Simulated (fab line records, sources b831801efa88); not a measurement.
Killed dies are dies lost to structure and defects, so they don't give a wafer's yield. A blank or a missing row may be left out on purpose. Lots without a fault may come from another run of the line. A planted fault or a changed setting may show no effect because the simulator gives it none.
fab line records | flow sfq_line
record lots=15 wafers=43 last_day=92
route steps=325 shown I3@134
lots that met no fault: from a run of the same line without faults
start_h: hours from the record's first day to the start of the lot's first wafer shown | wait_h: hours since the lot's step before | " the same as in the row above | L1.1+2: a row that stands for several wafers | - no value, or no start given | * or withheld: withheld | < > ~ a bound
route shown NAME@n: a module of which the file shows steps, and the number in the route of the first | usual: mean/standard deviation of fault-free wafers | same: alike in all rows | chamber/n: place in a boat | sites: the reading at each site | _std_site: their standard deviation | _edge_site: outer sites' mean less inner sites' | radius_mm: how far each site lies from the wafer's centre | mask NAME#n: copy n | behind: the tool/chamber that last shaped the wafer | hold: why the lot was held/for how many hours/how that ended | device: the transistor (n, p or np) that didn't switch | end of line: the same wafers' tests at the end of the route | a step without rows: its recipe alone | killed: dies lost to structure and defects at the first sort, not the wafer's yield | map: a wafer's dies, x killed, . not, _ none there
set.NAME: the setting as run; set.NAME@STEP: as run at that earlier step | model.NAME: the simulator's own value behind a step, which no gauge read
steps of the route over a sample of lots; a table a step, a row a wafer
services: from which hour (start_h, from the record's first day; less than 0 if before it) a tool's chamber was out of use, for how many hours, and why
## steps
# step SFQ_TRILAYER_I3_CMP_CMP_082
# recipe material=SiO2 down_force_psi=3 platen_rpm=60 pad_velocity_m_s=0.94248
# usual motor_current_A=10.3/1.3 retaining_ring_pressure_frac=1.000/0.0048 time_to_endpoint_s=213/7.8
# columns lot.wafer tool chamber start_h wait_h motor_current_A retaining_ring_pressure_frac time_to_endpoint_s
L245.3 cmp-01 0 1033.40 3.6 10.0 0.998 210
L245.1 " 1 " " 10.5 0.997 219
L245.6 " 3 1034.90 5.1 9.6 1.007 210
L246.2 cmp-01 2 1038.40 7.4 9.6 0.997 204
L246.4 " 3 " " 9.9 0.994 201
L246.3 " 1 1039.90 8.9 10.9 1.003 214
L248.4 cmp-01 1 1044.40 10.2 10.9 1.002 212
L248.3 " 0 1045.90 11.7 9.8 1.001 201
L248.6 " 2 1046.90 12.7 9.9 0.998 220
L249.1 cmp-01 3 1047.40 10.2 10.5 1.005 202
L249.2 " 2 1049.01 11.8 10.4 0.999 203
L249.5 " 0 1050.09 12.8 9.7 1.003 199
L250.1 cmp-01 3 1073.35 18.7 10.2 1.002 197
L250.2 " 1 1074.35 19.7 11.6 1.002 212
L250.6 " 2 " " 9.6 0.998 221
L252.2 cmp-02 3 1201.49 2.5 10.9 1.005 210
L252.1 " 0 " " 8.5 1.008 212
L252.3 " 2 1202.99 4.0 10.0 1.005 219
L253.1 cmp-02 1 1210.49 4.3 13.9 0.992 204
L253.4 " 2 " " 9.8 1.002 213
L253.3 " 0 1211.99 5.8 8.8 0.992 212
L254.3 cmp-02 0 1216.49 6.7 8.9 1.004 207
L254.4 " 2 1217.49 7.6 10.2 1.004 218
L254.5 " 1 1218.99 9.1 13.2 1.001 220
L255.4 cmp-01 1 1224.30 10.8 11.3 0.999 233
L255.3 " 3 1225.30 11.9 10.0 1.004 214
L255.5 " 1 1226.30 12.8 11.4 1.000 227
L256.2 cmp-02 1 1225.49 10.9 13.7 1.005 210
L256.3 " 0 1226.99 12.4 8.9 1.002 204
L256.6 " 2 1227.99 13.3 10.2 1.004 212
L257.4 cmp-01 1 1226.80 9.7 11.0 0.999 224
L257.3 " 2 " " 9.6 0.991 216
L257.1 " 3 " " 9.5 1.004 212
L259.3 cmp-01 3 1236.43 14.6 10.0 1.000 191
L259.1 " 0 " " 9.6 1.003 221
L259.5 " 2 1237.93 16.1 9.5 0.998 217
L262.3 cmp-01 0 1242.43 12.2 10.3 0.997 185
L262.4 " 1 " " 10.9 0.999 224
L263.3 cmp-01 0 1248.43 11.0 10.0 1.006 195
L263.5 " 3 1249.93 12.5 9.2 0.998 211
L267.1 cmp-02 0 1255.99 12.6 9.1 1.001 223
L267.4 " 1 " " 13.6 1.006 221
L267.3 " 2 " " 10.1 1.010 212
# step SFQ_TRILAYER_I3_METRO_MEASURE_083
# usual thk_nm=199.8/1.1
# columns lot.wafer tool chamber start_h wait_h thk_nm
L245.1 film_metro-02 - 1035.52 0.1 199.8
L245.3 " - " " 198.1
L245.6 " - " " 199.0
L246.2 film_metro-01 - 1041.72 0.3 200.2
L246.3 " - " " 200.0
L246.4 " - " " 199.0
L248.3 film_metro-01 - 1047.92 0.5 199.4
L248.4 " - " " 199.0
L248.6 " - " " 200.2
L249.1 film_metro-04 - 1050.75 0.1 199.3
L249.2 " - " " 199.9
L249.5 " - " " 198.5
L250.1 film_metro-01 - 1075.97 0.1 198.3
L250.2 " - " " 200.4
L250.6 " - " " 199.4
L252.1 film_metro-04 - 1204.61 0.1 200.4
L252.2 " - " " 198.5
L252.3 " - " " 201.8
L253.1 film_metro-02 - 1213.61 0.1 200.7
L253.3 " - " " 199.8
L253.4 " - " " 200.2
L254.3 film_metro-04 - 1220.01 0.5 198.3
L254.4 " - " " 200.0
L254.5 " - " " 200.2
L255.3 film_metro-01 - 1227.32 0.5 198.2
L255.4 " - " " 201.3
L255.5 " - " " 200.6
L256.2 film_metro-02 - 1228.81 0.3 200.1
L256.3 " - " " 199.5
L256.6 " - " " 199.9
L257.1 film_metro-04 - 1229.92 0.1 199.1
L257.3 " - " " 200.2
L257.4 " - " " 201.3
L259.1 film_metro-01 - 1239.05 0.1 201.1
L259.3 " - " " 220.2
L259.5 " - " " 201.0
L262.3 film_metro-01 - 1245.45 0.5 218.4
L262.4 " - " " 199.4
L263.3 film_metro-04 - 1251.45 0.5 220.9
L263.5 " - " " 200.0
L267.1 film_metro-01 - 1258.61 0.1 199.7
L267.3 " - " " 198.9
L267.4 " - " " 200.1
# step SFQ_TRILAYER_I3_VIA_ETCH_VIA_ETCH_088
# recipe target=SiO2 stop_on=Nb mask_material=PR taper_deg=20 chemistry=CHF3 target_depth_nm=260 source_w=500 bias_w=80 pressure_mtorr=30 time_s=withheld
# usual drypump_motor_current_A=5.5/0.48 oes_product_au=0.854/0.0053
# columns lot.wafer tool chamber start_h wait_h drypump_motor_current_A oes_product_au
L245.1 rie_diel-03 0 1039.11 0.0 6.5 0.859
L245.3 " 1 " " 5.0 0.842
L245.6 " 0 " " 6.5 0.848
L246.2 rie_diel-04 1 1047.51 0.0 5.4 0.860
L246.3 " 2 " " 5.3 0.849
L246.4 " 3 " " 6.0 0.857
L248.3 rie_diel-02 0 1052.49 0.0 5.5 0.859
L248.4 " 2 " " 5.0 0.852
L248.6 " 0 " " 5.5 0.847
L249.1 rie_diel-03 2 1054.86 0.0 5.8 0.852
L249.2 " 1 " " 5.0 0.851
L249.5 " 2 " " 5.7 0.847
L250.1 rie_diel-02 2 1204.07 0.0 5.0 0.847
L250.2 " 3 " " 5.9 0.864
L250.6 " 2 " " 5.0 0.853
L252.1 rie_diel-04 1 1317.61 0.0 5.3 0.858
L252.2 " 0 " " 5.7 0.851
L252.3 " 2 " " 5.3 0.862
L253.1 rie_diel-04 0 1327.21 0.0 5.7 0.856
L253.3 " 2 " " 5.3 0.864
L253.4 " 1 " " 5.4 0.853
L254.3 rie_diel-02 1 1328.41 0.0 5.0 0.850
L254.4 " 2 " " 5.0 0.857
L254.5 " 1 " " 5.0 0.857
L255.3 rie_diel-03 0 1336.81 0.0 6.5 0.853
L255.4 " 3 " " 4.7 0.866
L255.5 " 3 " " 4.7 0.853
L256.2 rie_diel-04 2 1339.21 0.0 5.3 0.858
L256.3 " 0 " " 5.7 0.859
L256.6 " 0 " " 5.7 0.856
L257.1 rie_diel-03 0 1340.41 0.0 6.5 0.855
L257.3 " 2 " " 5.7 0.858
L257.4 " 1 " " 5.0 0.863
L259.1 rie_diel-02 1 1346.41 0.0 5.0 0.845
L259.3 " 3 " " 5.9 0.905
L259.5 " 2 " " 5.0 0.858
L262.3 rie_diel-02 2 1351.21 0.0 5.0 0.903
L262.4 " 0 " " 5.5 0.844
L263.3 rie_diel-04 3 1354.81 0.0 6.1 0.899
L263.5 " 2 " " 5.3 0.854
L267.1 rie_diel-03 2 1369.33 0.0 5.8 0.849
L267.3 " 3 " " 4.7 0.852
L267.4 " 0 " " 6.5 0.854
## services
# columns tool chamber start_h hours kind
cmp-01 - 1016.66 2.3 repair
cmp-02 - 1029.69 11.7 repair
cmp-02 - 1032.99 2.6 repair
rie_diel-03 0 1052.18 16.6 repair
cmp-01 - 1053.41 4.4 repair
rie_diel-03 3 1054.10 75.4 repair
film_metro-01 - 1064.82 0.6 pm
cmp-01 - 1078.10 1.7 repair
film_metro-01 - 1082.80 0.9 pm
cmp-02 - 1093.48 4.0 pm
cmp-02 - 1113.39 7.1 pm
cmp-01 - 1140.17 0.2 repair
rie_diel-03 0 1141.87 6.6 repair
film_metro-01 - 1163.32 0.3 pm
cmp-02 - 1169.66 0.9 repair
cmp-02 - 1172.04 14.5 pm
rie_diel-03 3 1177.62 2.6 repair
rie_diel-03 2 1178.51 16.4 repair
film_metro-01 - 1210.39 1.2 pm
cmp-01 - 1229.80 6.1 pm
cmp-01 - 1259.93 4.0 pm
cmp-01 - 1275.06 1.0 repair
cmp-01 - 1300.11 7.6 pm
film_metro-01 - 1310.81 0.4 pm
## key
first_sign step=SFQ_TRILAYER_I3_METRO_MEASURE_083 reading=thk_nm direction=up sigmas=19 usual=199.8 struck=219.8
effect step=SFQ_TRILAYER_I3_VIA_ETCH_VIA_ETCH_088 reading=oes_product_au direction=up sigmas=9 usual=0.854 struck=0.902
met_at SFQ_TRILAYER_I3_CMP_CMP_082
struck_lots L259,L262,L263
struck_wafers L259.3,L262.3,L263.3
onset_between 1226.80 1236.43
fault kind=process_parameter_drift tool=cmp-01 chamber=- onset_h=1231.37 steps=SFQ_TRILAYER_I3_CMP_CMP_082 channel=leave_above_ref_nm offset=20 shape=step end_h=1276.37 scope=struck_wafers_only acts_in=these_recipes_only stated=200
